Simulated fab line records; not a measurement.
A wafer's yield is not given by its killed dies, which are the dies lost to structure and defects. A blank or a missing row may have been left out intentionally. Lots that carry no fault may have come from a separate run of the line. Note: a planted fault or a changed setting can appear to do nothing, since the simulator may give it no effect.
Which tool was responsible?    flow gf180mcu    36 wafers from 12 lots sampled at 8 of the route's 602 steps

WHAT EACH GAUGE READ, for each wafer
GF_STI_THK_MEAS_02. Usual: STI_OXIDATION_THK gives 10.80 nm (standard deviation 0.19).
lot   measured     on            STI_OXIDATION_THK (nm)  flag
L593  day 1 11:31  filmMetro-04  10.88 10.88 11.09       
L594  day 1 16:31  filmMetro-04  11.08 11.16 10.98       
L599  day 2 17:37  filmMetro-03  10.42 10.47 10.58       
L600  day 2 23:48  filmMetro-03  10.94 10.81 10.85       
L602  day 3 08:49  filmMetro-02  10.71 10.66 10.57       
L603  day 3 13:35  filmMetro-04  10.80 10.89 10.78       
L605  day 4 00:13  filmMetro-04  10.77 10.87 10.84       
L607  day 4 09:32  filmMetro-03  10.38 10.58 10.71       
L612  day 5 12:12  filmMetro-02  10.67 10.69 10.70       
L614  day 5 20:32  filmMetro-03  10.71 10.77 10.65       
L615  day 6 01:37  filmMetro-04  11.15 11.21 10.97       
L616  day 6 06:32  filmMetro-04  10.85 10.85 10.76       

GF_STI_THK_MEAS_22. Usual: STI_OXIDATION_01_THK gives 15.0 nm (standard deviation 0.34).
lot   measured     on            STI_OXIDATION_01_THK (nm)  flag
L593  day 2 04:40  filmMetro-04  14.8 14.9 14.8             
L594  day 2 09:43  filmMetro-02  14.5 14.8 14.7             
L599  day 3 11:26  filmMetro-03  15.3 15.4 15.0             
L600  day 3 15:42  filmMetro-02  15.4 15.3 15.1             
L602  day 4 02:48  filmMetro-04  15.1 15.0 15.2             
L603  day 4 07:04  filmMetro-02  14.9 15.1 14.9             
L605  day 4 18:46  filmMetro-04  15.2 14.9 15.1             
L607  day 5 03:34  filmMetro-02  15.3 15.2 15.5             
L612  day 6 06:39  filmMetro-04  14.6 14.7 14.5             
L614  day 6 15:02  filmMetro-04  15.1 15.0 15.2             
L615  day 6 21:48  filmMetro-02  15.0 14.9 15.1             
L616  day 7 01:44  filmMetro-02  15.1 15.1 15.1             

GF_STI_THK_MEAS_24. Usual: STI_CVD_23_THK gives 649 nm (standard deviation 10).
lot   measured     on            STI_CVD_23_THK (nm)  flag
L593  day 2 04:49  filmMetro-03  668 666 655          
L594  day 2 09:52  filmMetro-04  640 644 631          
L599  day 3 11:35  filmMetro-02  645 645 633          
L600  day 3 15:50  filmMetro-04  645 647 648          
L602  day 4 02:56  filmMetro-03  646 644 640          
L603  day 4 07:13  filmMetro-04  644 638 637          
L605  day 4 18:54  filmMetro-03  648 652 651          
L607  day 5 03:42  filmMetro-03  660 667 669          
L612  day 6 06:47  filmMetro-03  645 645 639          
L614  day 6 15:11  filmMetro-02  645 635 639          
L615  day 6 21:56  filmMetro-04  637 636 651          
L616  day 7 01:53  filmMetro-03  667 648 661          

GF_NWELL_TW_MEAS_11. Usual: NWELL_TW gives 1572 (standard deviation 15).
lot   measured     on            NWELL_TW        flag
L593  day 3 09:01  filmMetro-01  1569 1559 1571  
L594  day 3 14:52  filmMetro-03  1577 1569 1568  
L599  day 4 18:07  filmMetro-03  1573 1573 1572  
L600  day 4 21:34  filmMetro-01  1580 1589 1575  
L602  day 5 10:31  filmMetro-03  1564 1550 1557  
L603  day 5 14:10  filmMetro-03  1916 1914 1922  OFF
L605  day 6 02:52  filmMetro-01  1589 1593 1594  
L607  day 6 12:10  filmMetro-03  1901 1905 1903  OFF
L612  day 7 19:14  filmMetro-01  1588 1592 1587  
L614  day 8 02:32  filmMetro-01  1601 1591 1596  
L615  day 8 08:12  filmMetro-01  1592 1597 1593  
L616  day 8 14:02  filmMetro-03  1555 1553 1555  

GF_LVPWELL_TW_MEAS_11. Usual: LVPWELL_TW gives 559 (standard deviation 4.7).
lot   measured     on            LVPWELL_TW      flag
L593  day 3 22:09  filmMetro-03  562 560 562     
L594  day 4 04:13  filmMetro-03  559 560 561     
L599  day 5 08:04  filmMetro-04  557 558 559     
L600  day 5 11:51  filmMetro-03  553 556 555     
L602  day 6 01:40  filmMetro-01  565 565 567     
L603  day 6 05:33  filmMetro-01  1555 1552 1565  OFF
L605  day 6 18:40  filmMetro-03  551 548 552     
L607  day 7 03:48  filmMetro-03  1530 1524 1517  OFF
L612  day 8 12:13  filmMetro-04  554 559 557     
L614  day 8 19:01  filmMetro-04  556 555 555     
L615  day 9 01:12  filmMetro-04  559 560 557     
L616  day 9 07:20  filmMetro-03  555 553 556     

GF_MVSD_TW_MEAS_11. Usual: MVSD_TW gives 1578 (standard deviation 17).
lot   measured      on            MVSD_TW         flag
L593  day 4 11:34   filmMetro-01  1599 1587 1601  
L594  day 4 18:34   filmMetro-04  1579 1575 1571  
L599  day 5 23:22   filmMetro-01  1594 1593 1587  
L600  day 6 03:12   filmMetro-03  1543 1548 1552  
L602  day 6 17:19   filmMetro-04  1577 1571 1564  
L603  day 6 20:34   filmMetro-04  1925 1929 1937  OFF
L605  day 7 10:40   filmMetro-03  1564 1562 1565  
L607  day 7 20:45   filmMetro-04  1919 1916 1919  OFF
L612  day 9 05:56   filmMetro-03  1550 1559 1558  
L614  day 9 12:10   filmMetro-01  1596 1596 1598  
L615  day 9 18:52   filmMetro-03  1562 1563 1565  
L616  day 10 00:44  filmMetro-01  1592 1595 1602  

TOOL THAT RAN EACH LOT (tool first, then ch and the chambers of the sampled wafers, then the start)
lot   GF_DNWELL_COAT_02                GF_DNWELL_STRIP_08
L593  lithoTrack-03 ch 0, day 2 14:01  plasmaAsher-04 ch 0,1, day 2 20:22
L594  lithoTrack-01 ch 0, day 2 19:04  plasmaAsher-02 ch 0,1, day 3 01:37
L599  lithoTrack-04 ch 0, day 3 20:41  plasmaAsher-04 ch 0, day 4 03:32
L600  lithoTrack-01 ch 0, day 4 00:17  plasmaAsher-01 ch 0,1, day 4 06:37
L602  lithoTrack-01 ch 0, day 4 12:31  plasmaAsher-04 ch 0,1, day 4 19:25
L603  lithoTrack-01 ch 0, day 4 16:35  plasmaAsher-02 ch 0,1, day 4 23:31
L605  lithoTrack-03 ch 0, day 5 04:04  plasmaAsher-04 ch 0,1, day 5 11:17
L607  lithoTrack-01 ch 0, day 5 12:56  plasmaAsher-04 ch 0,1, day 5 20:46
L612  lithoTrack-03 ch 0, day 6 18:19  plasmaAsher-04 ch 0,1, day 7 02:48
L614  lithoTrack-03 ch 0, day 7 01:22  plasmaAsher-01 ch 0,1, day 7 09:46
L615  lithoTrack-03 ch 0, day 7 07:52  plasmaAsher-04 ch 0,1, day 7 15:58
L616  lithoTrack-03 ch 0, day 7 12:28  plasmaAsher-04 ch 0,1, day 7 20:51
- GF_DNWELL_COAT_02: resist thk 3000 nm.
- GF_DNWELL_STRIP_08: strips in O2/N2.

WHAT THE TOOLS THEMSELVES READ (means of the sampled wafers that have a number; where no wafer has one, the mark that the record gives instead)
GF_DNWELL_STRIP_08. Usual: drypumpMotorCurrentA 5.61 A, standard deviation 0.3; heaterPowerW 362 W, standard deviation 18; oesProductAu 0.723 a.u., standard deviation 0.0049; stripTimeToEndpointS 36.95 s, standard deviation 0.13.
lot   tool            drypumpMotorCurrentA (A)  heaterPowerW (W)  oesProductAu (a.u.)  stripTimeToEndpointS (s)  flag
L593  plasmaAsher-04  5.52                      368               0.723                36.95                     
L594  plasmaAsher-02  5.84                      375               0.726                36.81                     
L599  plasmaAsher-04  5.47                      370               0.725                37.01                     
L600  plasmaAsher-01  5.92                      327               0.719                36.72                     
L602  plasmaAsher-04  5.51                      371               0.725                36.84                     
L603  plasmaAsher-02  5.87                      375               0.713                17.60                     OFF
L605  plasmaAsher-04  5.55                      370               0.725                37.09                     
L607  plasmaAsher-04  5.47                      371               0.715                17.59                     OFF
L612  plasmaAsher-04  5.49                      372               0.723                37.01                     
L614  plasmaAsher-01  5.53                      330               0.720                37.09                     
L615  plasmaAsher-04  5.54                      372               0.723                37.13                     
L616  plasmaAsher-04  5.50                      371               0.727                37.16                     

THE ANSWER, worked out from the rows above alone
Rule: lot off if the mean of its wafers having a number is beyond 3 standard deviations from the usual mean. Also off: a lot with no number at a reading for which 4 or more lots have one. Any other lot the step has rows for is counted as sound. Order of review: gauges by route order, followed by the tools' own readings, for which a lot's mean as printed above is used. The first step at which some lot is off is used, and at that step the reading that is off furthest; a lot without a number counts as furthest.
Off: L603, L607, at GF_NWELL_TW_MEAS_11 (NWELL_TW).
If a tool, at a process step before that reading, ran all the lots that are off and no sound lot after the first of them, it fits. The gauges at GF_NWELL_TW_MEAS_11 aren't tried: what is off there is off at GF_MVSD_TW_MEAS_11 too, on other tools, and a gauge's error can't cause that. One fits: GF_DNWELL_COAT_02 on lithoTrack-01. A fault onset in the window from L602 (day 4 12:31, its last sound lot) to L603 (day 4 16:35, its first lot off) fits.

WHAT HAD BEEN PUT IN BY THE SIMULATOR
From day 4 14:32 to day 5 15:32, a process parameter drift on lithoTrack-01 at GF_DNWELL_COAT_02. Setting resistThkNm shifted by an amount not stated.
Shown lots that were struck: L603, L607. The same result came from the rule above.
